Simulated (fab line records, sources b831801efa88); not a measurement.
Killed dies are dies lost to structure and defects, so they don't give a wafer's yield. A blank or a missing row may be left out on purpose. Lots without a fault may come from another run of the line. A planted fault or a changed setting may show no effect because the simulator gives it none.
A struck lot beside a sound one | flow sky130 | 18 steps out of a route of 708
Sound: wafers L650.1, L650.4, L650.5. Struck: wafers L663.1, L663.4, L663.5. The cause comes at the end.
At each step with rows: each side's tool, then ch and its chambers, then its first start. Under that, the readings that differ: sound wafers | struck wafers | difference of the means | sigmas: that difference in standard deviations of wafers without a fault.
alike: readings whose means differ by less than 2 such deviations, and words and numbers that are the same on both sides. not compared: withheld readings, readings that some wafer has no value for, bounds like >300 that may hide the same value, and numbers for which the record gives no deviation and whose values overlap.
The two part at a step that has a row with sigmas, a row that says differs or no value, or rows on one side only. Numbers that don't overlap but have no deviation are shown without sigmas and don't part them. A reading that every wafer of one side lacks parts them only if that side has two wafers or more.

first, 1 step without rows for these wafers: SKY_VT_ADJUST_PCH_IMPLANT_08.
SKY_VT_ADJUST_PCH_STRIP_09: strips in O2/N2.
  sound on plasma_asher-04 ch 0,1, day 10 11:50; struck on plasma_asher-01 ch 0,1, day 14 10:31
  alike: drypump_motor_current_A, oes_product_au, strip_time_to_endpoint_s
  not compared: rf_hours_counter_h
SKY_VT_ADJUST_PCH_TW_MEAS_10:
  sound on film_metro-03, day 10 11:56; struck on film_metro-02, day 14 10:37
  reading          | sound             | struck            | difference | sigmas
  VT_ADJUST_PCH_TW | 140.7 140.7 140.7 | 143.7 144.4 144.2 | +3.4       | +3
then, 7 steps without rows for these wafers: SKY_SONOS_TUNNEL_DEHYDRATE_00 (time 60 s); SKY_SONOS_TUNNEL_HMDS_01 (prime time 60 s); SKY_SONOS_TUNNEL_COAT_02 (resist thk 1140 nm); SKY_SONOS_TUNNEL_SOFTBAKE_03 (time 60 s); SKY_SONOS_TUNNEL_EXPOSE_04 (exposes mask TUNM, target cd 410 nm); SKY_SONOS_TUNNEL_PEB_05; SKY_SONOS_TUNNEL_DEVELOP_06 (develop time 60 s).
SKY_SONOS_TUNNEL_CD_MEAS_07: target cd 410 nm.
  sound on cd_sem-01, day 11 10:20; struck on cd_sem-02, day 15 13:24
  alike: cd_nm
SKY_SONOS_TUNNEL_OVL_MEAS_08:
  sound on overlay-02, day 11 10:28; struck on overlay-02, day 15 13:31
  reading               | sound       | struck         | difference | sigmas
  SONOS_TUNNEL_OVL (nm) | 1.6 1.7 1.4 | -1.9 -0.5 -3.1 | -3.4       | -3
SKY_SONOS_TUNNEL_IMPLANT_09:
  sound on implanter-02 ch 0, day 11 10:30; struck on implanter-02 ch 0, day 15 13:44
  reading                   | sound             | struck            | difference | sigmas
  implant_ion_amu           | 11 11 11          | 31 31 31          | +20        |
  model.implant.rp_nm (nm)  | 64.29 64.29 64.29 | 27.26 27.26 27.26 | -37.03     |
  model.implant.drp_nm (nm) | 28.34 28.34 28.34 | 12.97 12.97 12.97 | -15.37     |
then, 2 steps without rows for these wafers: SKY_SONOS_TUNNEL_WET_ETCH_10 (etches SiO2 in dHF, target depth 14 nm, time 280 s); SKY_SONOS_TUNNEL_STRIP_11 (strips in SPM, time 600 s).
SKY_SONOS_TUNNEL_TW_MEAS_12:
  sound on film_metro-01, day 11 10:55; struck on film_metro-04, day 15 14:11
  reading         | sound             | struck            | difference | sigmas
  SONOS_TUNNEL_TW | 198.1 197.6 198.5 | 370.7 370.3 369.2 | +172.0     | +99 or more
then, 1 step without rows for these wafers: SKY_SONOS_TUNNEL_CLEAN_13 (cleans in dHF, time 20 s).
-- the record jumps here: 33 days lie between the struck wafers' starts before and after (it left off in module SONOS_TUNNEL and takes up again in module PAD_OPEN, whose first step shown is number 708 of the route) --
SKY_PAD_OPEN_PROBE_99:
  sound on prober-01, day 45 22:28; struck on prober-02, day 48 23:41
  reading             | sound    | struck      | difference | sigmas
  killed_at_front_end | 20 21 17 | 428 422 434 | +409       | +93
  killed_dies         | 91 99 81 | 492 492 492 | +402       | +46
  killed_on_rim       | 15 17 17 | 96 96 96    | +80        | +23
  killed_short        | 45 52 48 | 38 37 31    | -13        | -2
  alike: killed_at_M0_to_M3, killed_at_M4_up, killed_at_contacts, killed_at_other, killed_open

WHERE THEY PART
First at SKY_VT_ADJUST_PCH_TW_MEAS_10; last, within this record, at SKY_PAD_OPEN_PROBE_99.

WHY: what the simulator had put in
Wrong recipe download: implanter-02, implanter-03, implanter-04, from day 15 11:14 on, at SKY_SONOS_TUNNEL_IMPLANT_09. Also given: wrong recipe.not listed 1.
